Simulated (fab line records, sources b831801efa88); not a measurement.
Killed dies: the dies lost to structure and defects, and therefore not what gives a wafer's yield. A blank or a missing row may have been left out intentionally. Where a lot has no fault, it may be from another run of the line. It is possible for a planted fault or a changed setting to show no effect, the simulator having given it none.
A sampling plan put to the test -- flow gf180mcu -- 7 faults told of in these records, all on one fab line, each judged by the records of the lots it struck
The plan consists of the line's own looks: route steps at which the wafer is read by a gauge or an inspection but not changed. Where struck wafers have a number at a look and the file lists that look's usual mean and standard deviation on fault-free wafers, the look can be judged. Caught: the struck wafers' mean, at a look after the fault's first step, is 4 or more of those standard deviations (sigma) away from the usual mean. On the tool: the fault's steps, tested the same way using the tool's own readings. Also counted as caught: the struck wafers showing another recipe, or a record that is empty for them alone.

## THE FAULTS, as the simulator had put them in
1. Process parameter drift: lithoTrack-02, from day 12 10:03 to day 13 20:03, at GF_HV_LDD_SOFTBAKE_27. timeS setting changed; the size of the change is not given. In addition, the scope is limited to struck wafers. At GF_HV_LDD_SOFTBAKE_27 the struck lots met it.
2. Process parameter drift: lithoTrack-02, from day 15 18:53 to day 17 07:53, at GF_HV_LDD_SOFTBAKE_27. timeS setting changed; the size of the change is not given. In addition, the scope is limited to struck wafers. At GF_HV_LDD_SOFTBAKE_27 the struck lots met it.
3. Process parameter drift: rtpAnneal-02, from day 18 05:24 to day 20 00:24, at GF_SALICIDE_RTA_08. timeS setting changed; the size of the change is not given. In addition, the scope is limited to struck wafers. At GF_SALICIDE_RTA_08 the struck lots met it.
4. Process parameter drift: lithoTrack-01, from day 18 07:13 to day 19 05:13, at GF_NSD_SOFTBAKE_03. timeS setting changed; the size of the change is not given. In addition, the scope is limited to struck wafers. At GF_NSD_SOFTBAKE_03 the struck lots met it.
5. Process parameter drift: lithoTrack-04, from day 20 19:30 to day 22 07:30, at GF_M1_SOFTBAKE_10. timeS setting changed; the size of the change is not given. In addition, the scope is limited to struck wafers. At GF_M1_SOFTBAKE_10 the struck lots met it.
6. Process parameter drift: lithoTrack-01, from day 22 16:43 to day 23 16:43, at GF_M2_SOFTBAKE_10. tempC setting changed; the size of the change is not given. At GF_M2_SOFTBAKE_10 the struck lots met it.
7. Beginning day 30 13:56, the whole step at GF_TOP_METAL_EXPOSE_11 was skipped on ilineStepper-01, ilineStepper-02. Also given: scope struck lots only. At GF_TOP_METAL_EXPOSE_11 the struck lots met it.

## WHAT THE PLAN SAW
fault,on the tool itself,first look that catches it,"reading, sigma",median hours from its first step to that look,hours from the fault's start to the first struck lot there,judged looks passed uncaught
1,runLengthS +64 sigma,no look after it can be judged,-,-,-,0
2,runLengthS +29 sigma,none of the 2 looks that can be judged after it,-,-,-,2
3,runLengthS +99 or beyond sigma,no look after it can be judged,-,-,-,0
4,runLengthS -24 sigma,no look after it can be judged,-,-,-,0
5,runLengthS +26 sigma,not the one look that can be judged after it,-,-,-,1
6,heaterPowerTotalW -53 sigma,GF_M2_CD_MEAS_14,cdNm +8.2,11.6,16,0
7,no reading that can be judged,no look after it can be judged,-,-,-,0
A dash: the fault isn't caught, or these records don't give the number.

Caught at a look: 1 of 7. Caught on the tool: 6 of 7. By one or the other: 6 of 7.
Faults 1, 2, 3, 4, 5 were caught on the tool alone.
Caught by neither: fault 7.

## THINNER SAMPLING
If the look that catches a fault measured only every second or every third lot, by lot number, the first struck lot would be measured this late in the worst case:
fault,"struck lots at that look, in order of time",every lot,every second lot,every third lot
6,"L727, L728",16 h,24 h,may miss all 2
Hours: fault start to first struck lot measured. The limit of 4 sigma was tested on all struck wafers together, so one lot alone may lie under it. Other struck lots may not be in these records.

## THE LONGEST TIMED WAY FROM STEP TO LOOK
Fault 6: the median time between GF_M2_SOFTBAKE_10 and GF_M2_CD_MEAS_14 is 11.6 hours. No look between them can be judged.
